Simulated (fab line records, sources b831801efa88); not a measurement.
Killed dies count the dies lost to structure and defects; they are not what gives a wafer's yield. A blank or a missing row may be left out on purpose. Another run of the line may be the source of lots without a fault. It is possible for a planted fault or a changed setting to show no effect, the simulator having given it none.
The tool behind it: which one? / flow gf180mcu / Sampling: 11 lots, 33 wafers, 5 of 602 route steps

== WHAT EACH GAUGE READ, for each wafer ==
GF_M3_CD_MEAS_14: the cd target is 280 nm.
lot=L252; measured=day 21 07:17; on=cd sem-02; cd nm (nm)=279.3 280.8 280.4
lot=L253; measured=day 21 16:44; on=cd sem-02; cd nm (nm)=280.7 281.7 280.9
lot=L254; measured=day 22 00:57; on=cd sem-01; cd nm (nm)=280.1 280.4 280.1
lot=L255; measured=day 22 15:22; on=cd sem-02; cd nm (nm)=281.3 279.6 280.4
lot=L257; measured=day 23 07:11; on=cd sem-02; cd nm (nm)=280.6 280.9 280.6
lot=L260; measured=day 24 08:45; on=cd sem-01; cd nm (nm)=278.9 279.5 279.8
lot=L262; measured=day 25 07:41; on=cd sem-01; cd nm (nm)=279.4 278.8 279.9
lot=L270; measured=day 27 21:35; on=cd sem-01; cd nm (nm)=279.9 278.5 279.1
lot=L271; measured=day 28 08:26; on=cd sem-02; cd nm (nm)=280.3 281.2 280.0
lot=L273; measured=day 28 10:01; on=cd sem-02; cd nm (nm)=282.8 282.5 282.2
lot=L274; measured=day 28 22:50; on=cd sem-02; cd nm (nm)=280.9 282.2 281.8

GF_V3_CD_MEAS_14: the cd target is 260 nm.
lot=L252; measured=day 22 08:16; on=cd sem-01; cd nm (nm)=260.8 261.3 260.6
lot=L253; measured=day 22 17:39; on=cd sem-02; cd nm (nm)=259.5 260.2 260.9
lot=L254; measured=day 23 00:48; on=cd sem-02; cd nm (nm)=260.5 259.6 260.4
lot=L255; measured=day 23 15:45; on=cd sem-02; cd nm (nm)=257.7 258.4 258.4
lot=L257; measured=day 24 07:38; on=cd sem-01; cd nm (nm)=259.1 259.4 259.6
lot=L260; measured=day 25 08:15; on=cd sem-01; cd nm (nm)=259.8 258.8 260.5
lot=L262; measured=day 26 06:38; on=cd sem-02; cd nm (nm)=261.0 261.1 260.8
lot=L270; measured=day 28 18:09; on=cd sem-02; cd nm (nm)=260.0 260.5 260.7
lot=L271; measured=day 29 05:23; on=cd sem-02; cd nm (nm)=261.7 260.4 260.5
lot=L273; measured=day 29 06:49; on=cd sem-01; cd nm (nm)=257.6 258.2 258.1
lot=L274; measured=day 29 19:02; on=cd sem-02; cd nm (nm)=259.9 259.4 259.5

GF_V3_RS_MEAS_24: a four-point-probe measurement.
lot=L252; measured=day 22 09:18; on=film metro-01; V3_W_RS (ohm/sq)=0.326 0.329 0.326
lot=L253; measured=day 22 18:41; on=film metro-01; V3_W_RS (ohm/sq)=0.327 0.327 0.329
lot=L254; measured=day 23 01:50; on=film metro-04; V3_W_RS (ohm/sq)=0.319 0.325 0.328
lot=L255; measured=day 23 16:55; on=film metro-04; V3_W_RS (ohm/sq)=0.332 0.327 0.330
lot=L257; measured=day 24 08:42; on=film metro-02; V3_W_RS (ohm/sq)=0.333 0.322 0.330
lot=L260; measured=day 25 09:17; on=film metro-04; V3_W_RS (ohm/sq)=0.459 0.456 0.436
lot=L262; measured=day 26 07:40; on=film metro-01; V3_W_RS (ohm/sq)=0.423 0.442 0.423
lot=L270; measured=day 28 19:11; on=film metro-04; V3_W_RS (ohm/sq)=0.330 0.334 0.333
lot=L271; measured=day 29 06:26; on=film metro-01; V3_W_RS (ohm/sq)=0.327 0.333 0.327
lot=L273; measured=day 29 07:52; on=film metro-04; V3_W_RS (ohm/sq)=0.321 0.321 0.331
lot=L274; measured=day 29 20:28; on=film metro-04; V3_W_RS (ohm/sq)=0.329 0.325 0.335

GF_V3_THK_MEAS_25: measures by xrf.
lot=L252; measured=day 22 09:24; on=film metro-01; V3_W_THK (nm)=350 347 349
lot=L253; measured=day 22 18:49; on=film metro-01; V3_W_THK (nm)=347 350 348
lot=L254; measured=day 23 01:57; on=film metro-04; V3_W_THK (nm)=360 353 351
lot=L255; measured=day 23 17:01; on=film metro-04; V3_W_THK (nm)=345 354 348
lot=L257; measured=day 24 08:49; on=film metro-02; V3_W_THK (nm)=343 355 347
lot=L260; measured=day 25 09:24; on=film metro-04; V3_W_THK (nm)=249 253 264
lot=L262; measured=day 26 07:47; on=film metro-01; V3_W_THK (nm)=271 259 271
lot=L270; measured=day 28 19:18; on=film metro-04; V3_W_THK (nm)=353 347 349
lot=L271; measured=day 29 06:32; on=film metro-01; V3_W_THK (nm)=347 344 348
lot=L273; measured=day 29 07:58; on=film metro-04; V3_W_THK (nm)=357 359 348
lot=L274; measured=day 29 20:34; on=film metro-04; V3_W_THK (nm)=349 353 342

== WHAT TOOL EACH LOT RAN ON (gives the tool, then ch and the chambers of the sampled wafers, and finally the start) ==
lot=L252; GF_V3_CVD_23=cvd w-01 ch 0,1, day 22 09:11
lot=L253; GF_V3_CVD_23=cvd w-01 ch 0,1, day 22 18:35
lot=L254; GF_V3_CVD_23=cvd w-02 ch 0,1, day 23 01:43
lot=L255; GF_V3_CVD_23=cvd w-01 ch 0,1, day 23 16:47
lot=L257; GF_V3_CVD_23=cvd w-02 ch 0,1, day 24 08:35
lot=L260; GF_V3_CVD_23=cvd w-02 ch 0,1, day 25 09:10
lot=L262; GF_V3_CVD_23=cvd w-02 ch 0,1, day 26 07:33
lot=L270; GF_V3_CVD_23=cvd w-01 ch 0,1, day 28 19:04
lot=L271; GF_V3_CVD_23=cvd w-01 ch 0,1, day 29 06:19
lot=L273; GF_V3_CVD_23=cvd w-02 ch 0,1, day 29 07:43
lot=L274; GF_V3_CVD_23=cvd w-02 ch 0,1, day 29 20:22
- GF_V3_CVD_23: deposits W, target thk 350 nm, time 104.9 s.

== WHAT THE TOOLS THEMSELVES READ (means of the sampled wafers that have a number; where no wafer has one, the mark that the record gives instead) ==
GF_V3_CVD_23.
lot=L252; tool=cvd w-01; heater power w (W)=831; susceptor temp C (C)=400.05
lot=L253; tool=cvd w-01; heater power w (W)=828; susceptor temp C (C)=399.95
lot=L254; tool=cvd w-02; heater power w (W)=916; susceptor temp C (C)=399.93
lot=L255; tool=cvd w-01; heater power w (W)=905; susceptor temp C (C)=400.00
lot=L257; tool=cvd w-02; heater power w (W)=929; susceptor temp C (C)=400.18
lot=L260; tool=cvd w-02; heater power w (W)=840; susceptor temp C (C)=384.96
lot=L262; tool=cvd w-02; heater power w (W)=768; susceptor temp C (C)=384.96
lot=L270; tool=cvd w-01; heater power w (W)=837; susceptor temp C (C)=399.73
lot=L271; tool=cvd w-01; heater power w (W)=843; susceptor temp C (C)=399.90
lot=L273; tool=cvd w-02; heater power w (W)=865; susceptor temp C (C)=399.95
lot=L274; tool=cvd w-02; heater power w (W)=927; susceptor temp C (C)=400.08

== THE ANSWER, worked out from the rows above alone ==
Rule: usual is defined by the lots themselves. Put in order of their means at a reading, lots are off if they are a third of the lots or fewer, leave a main group of 4 or more, and stand apart from it by a gap of 3 or more times the standard deviation of the main group's means; of several such gaps the widest counts. The tables above print the reading to a certain number of digits; a main group whose means all agree to those digits is not used. A lot without any number at a reading at which 4 lots or more have one is off too. The other lots that the step has rows for count as sound. After the gauges, taken in route order, come the tools' own readings; for these a lot's mean is taken, as printed above. The first step at which some lot is off is used, and at that step the reading that is off furthest; a lot without a number counts as furthest.
Off: at GF_V3_RS_MEAS_24 (V3_W_RS), L260, L262. Mean 0.328 ohm/sq and standard deviation 0.0025 in the main group.
A tool fits if, at a process step before that reading, it ran every lot that is off, and no sound lot after the first of them. The gauges at GF_V3_RS_MEAS_24 aren't tried: what is off there is off at GF_V3_CVD_23 too, on other tools, and a gauge's error can't cause that. No candidate that was tried fits.

== WHAT THE SIMULATOR HAD PUT IN ==
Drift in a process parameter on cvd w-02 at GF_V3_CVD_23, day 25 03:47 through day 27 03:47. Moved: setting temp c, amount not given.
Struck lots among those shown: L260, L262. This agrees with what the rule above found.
